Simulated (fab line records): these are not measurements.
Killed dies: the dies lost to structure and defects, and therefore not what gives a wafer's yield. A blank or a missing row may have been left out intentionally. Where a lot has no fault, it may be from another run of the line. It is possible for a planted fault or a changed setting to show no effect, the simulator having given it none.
Check for tools in common    flow sky130    Sample size 12 lots and 36 wafers

== WHY THIS WAS OPENED ==
3 of 12 lots carry a flag on the reading PWDE_TW at SKY_PWDE_TW_MEAS_10. Wafers without a fault read 370.9, standard deviation 1.8.
Rule: a lot is flagged when every wafer of it that has a number lies more than 4 standard deviations from that mean, or none has a number. The other lots count as sound.

lot   measured     on             PWDE_TW, wafer by wafer  flag
L416  day 4 10:32  film metro-03  368.2 371.0 369.3        
L418  day 4 22:25  film metro-01  370.8 371.3 372.0        
L419  day 5 03:39  film metro-04  372.7 372.2 374.0        
L420  day 5 06:25  film metro-01  371.3 372.6 371.4        
L421  day 5 13:12  film metro-01  371.3 373.1 372.1        
L422  day 5 18:27  film metro-04  372.5 372.1 371.0        
L423  day 6 01:05  film metro-03  370.4 368.3 368.5        
L425  day 6 07:37  film metro-03  371.3 369.5 368.8        
L426  day 6 19:53  film metro-01  369.3 369.1 371.1        
L428  day 7 05:25  film metro-04  461.3 462.9 461.3        FLAGGED
L429  day 7 11:07  film metro-03  458.7 460.6 457.4        FLAGGED
L430  day 7 17:47  film metro-03  459.1 460.0 457.0        FLAGGED
The numbers of the flagged lots are 459.8 on average: +88.9 against the usual, or +49 standard deviations.

== LOT BY LOT: THE TOOL USED ==
The record holds 1 process step before the reading, out of a route of 708 steps. Cell contents, in order: the tool; ch with the chambers the sampled wafers went through; the start.
lot   flag     SKY_PWDE_IMPLANT_08
L416           implanter-02 ch 0, day 4 10:19
L418           implanter-03 ch 0, day 4 22:09
L419           implanter-03 ch 0, day 5 03:24
L420           implanter-02 ch 0, day 5 06:10
L421           implanter-03 ch 0, day 5 12:57
L422           implanter-04 ch 0, day 5 18:13
L423           implanter-02 ch 0, day 6 00:50
L425           implanter-02 ch 0, day 6 07:23
L426           implanter-04 ch 0, day 6 19:38
L428  FLAGGED  implanter-03 ch 0, day 7 04:50
L429  FLAGGED  implanter-04 ch 0, day 7 10:20
L430  FLAGGED  implanter-02 ch 0, day 7 17:13
What the steps here do:
- SKY_PWDE_IMPLANT_08
- SKY_PWDE_TW_MEAS_10

== FLAGGED AGAINST TOTAL, ONE TOOL AT A TIME (gauges that did the reading follow at the end) ==
step                 tool           lots run  flagged  share of the flagged lots  sound lots run after its first flagged lot
SKY_PWDE_IMPLANT_08  implanter-02   5         1        some                       0
SKY_PWDE_IMPLANT_08  implanter-03   4         1        some                       0
SKY_PWDE_IMPLANT_08  implanter-04   3         1        some                       0
SKY_PWDE_TW_MEAS_10  film metro-01  4         0        none                       -
SKY_PWDE_TW_MEAS_10  film metro-03  5         2        some                       0
SKY_PWDE_TW_MEAS_10  film metro-04  3         1        some                       0

== THE TABLE: WHAT IT ALLOWS ==
No row of the table ran every flagged lot.

== WHAT HAD BEEN PUT IN BY THE SIMULATOR ==
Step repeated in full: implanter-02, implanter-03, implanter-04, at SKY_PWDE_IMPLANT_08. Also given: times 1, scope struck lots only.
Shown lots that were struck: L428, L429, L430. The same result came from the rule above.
